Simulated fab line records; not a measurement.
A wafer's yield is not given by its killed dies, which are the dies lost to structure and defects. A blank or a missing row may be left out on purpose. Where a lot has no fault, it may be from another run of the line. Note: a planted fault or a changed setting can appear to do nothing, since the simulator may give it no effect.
Chamber matching -- flow gf180mcu -- 4 sister chambers for GF_V1_CMP_26 on cmp-01
The step polishes, stops on SiO2, t overpolish 15 s, target thk 0 nm. 14 wafers are shown with their chamber, then 7 later ones without.

## EACH WAFER AND ITS CHAMBER
wafer,chamber,motorCurrentA (A),timeToEndpointS (s),overpolishRunS (s)
L463.1,2,8.9,87,14.996
L463.2,3,9.8,83,15.008
L463.3,0,11.2,79,14.995
L465.4,2,9.3,86,14.999
L465.5,2,9.0,89,15.010
L465.6,1,10.7,85,15.003
L475.2,1,11.6,84,14.989
L475.3,2,9.0,90,15.002
L475.4,0,10.8,87,15.005
L476.1,1,11.5,87,15.008
L476.2,2,9.6,91,15.011
L476.5,2,8.8,90,14.997
L480.2,0,11.2,86,15.007
L480.4,1,11.2,89,14.992

SIGNATURES (averages over the wafers above)
reading,chamber 0,chamber 1,chamber 2,chamber 3,scatter within a chamber
motorCurrentA,11.067,11.250,9.100,9.800,0.322
timeToEndpointS,84.00,86.25,88.83,83.00,2.68
overpolishRunS,15.00233,14.99800,15.00250,15.00800,0.00734
Rule: distance of a wafer from a chamber = root of the sum over the readings of ((wafer's reading minus chamber's mean) / reading's scatter) squared. The wafer belongs to the nearest chamber; if the next one is less than 2 further off, it can't be placed. The scatter: take each reading less its chamber's mean, square it, sum over the shown wafers, divide by the number of wafers less the number of chambers, and take the root.

## WAFERS MISSING THEIR CHAMBER
wafer,motorCurrentA (A),timeToEndpointS (s),overpolishRunS (s)
L480.6,9.1,91,15.003
L481.2,10.7,91,15.017
L481.5,9.2,95,15.023
L481.6,11.5,90,15.001
L485.2,11.2,83,15.019
L485.4,9.5,88,15.006
L485.5,10.8,83,15.007

## EACH ONE'S CHAMBER
wafer,from the rows above,in truth
L480.6,2,2
L481.2,can't be placed: 0 or 1 or 3 or 2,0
L481.5,can't be placed: 2 or 3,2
L481.6,can't be placed: 1 or 0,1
L485.2,can't be placed: 0 or 1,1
L485.4,can't be placed: 2 or 3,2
L485.5,can't be placed: 0 or 1 or 3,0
1 of 7 placed correctly. Cannot be placed on the basis of these rows: 6; the candidates contain the true chamber in 6. Placed wrongly: 0.
